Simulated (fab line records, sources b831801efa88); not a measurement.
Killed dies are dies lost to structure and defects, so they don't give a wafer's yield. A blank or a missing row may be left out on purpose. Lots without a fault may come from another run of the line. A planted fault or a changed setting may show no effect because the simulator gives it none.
Which tool did it? | flow sky130 | 11 lots, 33 wafers sampled, at 5 steps of a route of 708

WHAT THE GAUGES READ, wafer by wafer
SKY_CAPM_THK_MEAS_01.
lot  | measured     | on            | CAPM_CVD_00_THK (nm)
L272 | day 37 06:15 | film_metro-04 | 14.93 15.23 15.34
L274 | day 37 13:08 | film_metro-02 | 15.37 15.68 15.81
L275 | day 38 01:39 | film_metro-02 | 15.26 15.28 15.48
L280 | day 39 23:23 | film_metro-02 | 30.84 31.92 31.07
L281 | day 40 00:34 | film_metro-04 | 30.93 31.09 31.57
L282 | day 40 07:11 | film_metro-02 | 30.51 31.15 31.25
L286 | day 41 05:18 | film_metro-02 | 15.32 15.75 15.69
L287 | day 41 11:38 | film_metro-02 | 15.27 15.16 15.35
L290 | day 42 11:48 | film_metro-04 | 15.50 15.42 15.77
L292 | day 42 17:33 | film_metro-02 | 15.51 15.42 15.90
L293 | day 43 18:12 | film_metro-04 | 15.81 15.55 15.79

WHICH TOOL RAN EACH LOT (tool, then ch and the chambers of the sampled wafers, then the start)
lot  | SKY_METAL2_ETCH_18                | SKY_VIA2_CMP_24               | SKY_METAL3_SPUTTER_02        | SKY_CAPM_CVD_00
L272 | rie_metal-02 ch 0,1, day 36 00:46 | cmp-02 ch 0,3, day 37 05:46   | pvd_sputter-01, day 37 06:07 | pecvd-03 ch 0,1, day 37 06:13
L274 | rie_metal-04 ch 0,1, day 36 08:26 | cmp-01 ch 0,2,3, day 37 12:39 | pvd_sputter-03, day 37 13:00 | pecvd-02 ch 0,1,2, day 37 13:06
L275 | rie_metal-02 ch 1, day 36 21:04   | cmp-02 ch 2,3, day 38 01:10   | pvd_sputter-03, day 38 01:31 | pecvd-02 ch 0,1, day 38 01:37
L280 | rie_metal-04 ch 0,1, day 38 19:28 | cmp-02 ch 2,3, day 39 22:43   | pvd_sputter-02, day 39 23:04 | pecvd-02 ch 0,2, day 39 23:00
L281 | rie_metal-02 ch 0,1, day 38 20:56 | cmp-01 ch 1,2,3, day 39 23:54 | pvd_sputter-02, day 40 00:15 | pecvd-04 ch 0,2, day 40 00:00
L282 | rie_metal-04 ch 0,1, day 39 02:54 | cmp-01 ch 0,1,2, day 40 06:36 | pvd_sputter-01, day 40 06:51 | pecvd-02 ch 0,1, day 40 06:57
L286 | rie_metal-03 ch 0,1, day 40 01:58 | cmp-01 ch 1,2, day 41 04:49   | pvd_sputter-03, day 41 05:10 | pecvd-03 ch 0,1, day 41 05:16
L287 | rie_metal-04 ch 0,1, day 40 08:32 | cmp-01 ch 0,3, day 41 11:10   | pvd_sputter-02, day 41 11:31 | pecvd-03 ch 0,1, day 41 11:37
L290 | rie_metal-04 ch 0,1, day 41 09:05 | cmp-02 ch 1,2, day 42 11:20   | pvd_sputter-02, day 42 11:41 | pecvd-04 ch 0,1,2, day 42 11:47
L292 | rie_metal-02 ch 0,1, day 41 14:25 | cmp-01 ch 1,2,3, day 42 17:05 | pvd_sputter-02, day 42 17:26 | pecvd-03 ch 1,2, day 42 17:32
L293 | rie_metal-04 ch 0,1, day 42 15:45 | cmp-01 ch 0,1,2, day 43 17:47 | pvd_sputter-01, day 43 18:02 | pecvd-04 ch 0,1,2, day 43 18:10
- SKY_METAL2_ETCH_18: etches BARC in N2/H2, stops on SiO2, time 45.9 s, target depth 60 nm.
- SKY_VIA2_CMP_24: polishes, stops on SiO2, t overpolish 20 s, target thk 0 nm.
- SKY_METAL3_SPUTTER_02: material AlCu, target thk 735 nm, time 39.1 s.
- SKY_CAPM_CVD_00: deposits SiO2, target thk 15.5 nm.

THE ANSWER, worked out from the rows above alone
Rule: what is usual is taken from the lots themselves. Put in order of their means at a reading, lots are off if they are a third of the lots or fewer, leave a main group of 4 or more, and stand apart from it by a gap of 3 or more times the standard deviation of the main group's means; of several such gaps the widest counts. A main group whose means are all the same, to the digits that the tables above print for the reading, isn't used. A lot without any number at a reading at which 4 lots or more have one is off too. The other lots that the step has rows for count as sound.
Off: L280, L281, L282, at SKY_CAPM_THK_MEAS_01 (CAPM_CVD_00_THK). The main group: mean 15.48 nm, standard deviation 0.19.
A tool fits if, at a process step before that reading, it ran every lot that is off, and no sound lot after the first of them. The gauges at SKY_CAPM_THK_MEAS_01 are tried like those tools. None of those tried fits.

WHAT THE SIMULATOR HAD PUT IN
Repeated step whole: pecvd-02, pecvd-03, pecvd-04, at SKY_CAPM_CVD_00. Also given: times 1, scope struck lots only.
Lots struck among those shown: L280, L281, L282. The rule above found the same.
